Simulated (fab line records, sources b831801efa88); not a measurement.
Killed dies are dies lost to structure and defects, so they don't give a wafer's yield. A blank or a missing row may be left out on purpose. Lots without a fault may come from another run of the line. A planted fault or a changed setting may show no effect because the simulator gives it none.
Problem report in the 8D (eight disciplines) form, filled by code | flow gf180mcu | the parts of the form that need people (team, actions taken, sign-off) are left out

1. THE PROBLEM
strip_time_to_endpoint_s at GF_M1_STRIP_17 reads a mean of 8.59 s on 6 wafers of 2 lots; wafers without a fault read 7.91 s with a standard deviation of 0.047. That is +14 standard deviations from the usual mean.
The step: strips in O2/N2.
First seen on wafer L923.3, day 23 16:34, on plasma_asher-01. The record holds 36 wafers of 12 lots with a number at this step. Rule for "out", or "out of limits": more than 4 standard deviations from the usual mean. The other wafers with a number count as sound.

2. WHAT IT IS AND WHAT IT IS NOT
question                    | is                               | is not
which readings at this step | strip_time_to_endpoint_s         | drypump_motor_current_A, n2_flow_sccm
which lots                  | L923, L925                       | L905, L906, L907, L909, L910, L911, L914, L920, L922, L926
which wafers of those lots  | all that have a number           | -
read on which tools         | plasma_asher-01, plasma_asher-02 | plasma_asher-03
when                        | from day 23 16:34                | up to then (27 sound wafers); but 3 sound wafers of L926 came after

3. SUSPECTS, AND WHAT RULES EACH OUT
Counting: a tool at a process step up to the reading stays a suspect if it ran every lot that is out and no sound lot after the first of them.
- litho_track-01 at GF_M1_COAT_09 (resist thk 1000 nm): kept. It ran every lot that is out, first L923 (day 23 05:04), and no sound lot after that; its last sound lot up to then is L922 (day 23 00:25).
Left after counting: litho_track-01 at GF_M1_COAT_09.

4. THE CAUSE (what the simulator had put in)
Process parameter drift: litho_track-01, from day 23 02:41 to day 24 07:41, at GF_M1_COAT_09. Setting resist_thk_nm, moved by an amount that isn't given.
Counting left only this tool.

5. THE CHAIN OF EFFECTS, in route order
Each row: a reading whose mean over the struck wafers that have a number lies more than 3 standard deviations from the usual. Only readings for which the record gives a usual standard deviation are gone through. hours: the time from each lot's start at the first step in this table that gives one to its start at this step, as a median over the lots. sigmas: the change in usual standard deviations.
hours | step           | reading                  | usual      | on struck wafers | change | sigmas
0     | GF_M1_STRIP_17 | oes_product_au           | 0.559 a.u. | 0.587            | +0.027 | +5.6
0     | GF_M1_STRIP_17 | strip_time_to_endpoint_s | 7.91 s     | 8.59             | +0.68  | +14
The process steps in it:
- GF_M1_STRIP_17: strips in O2/N2.
Later measuring or inspecting steps at which every struck wafer that the step has a row for has a number for every such reading, and none has moved that far: GF_V1_THK_MEAS_01.

6. WHAT WOULD HAVE CAUGHT IT SOONER
In this record the first reading out of limits was taken at day 23 16:34, 14 hours after the fault began at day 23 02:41.
Of the tool readings at GF_M1_COAT_09 for which the record gives a usual standard deviation, none was out on any struck wafer, so an alarm limit of 4 standard deviations on them would not have fired.
Of the lots that are out (2), L925 began GF_M1_COAT_09 on litho_track-01 after day 23 16:34. A hold on the tool at that time would have spared it.
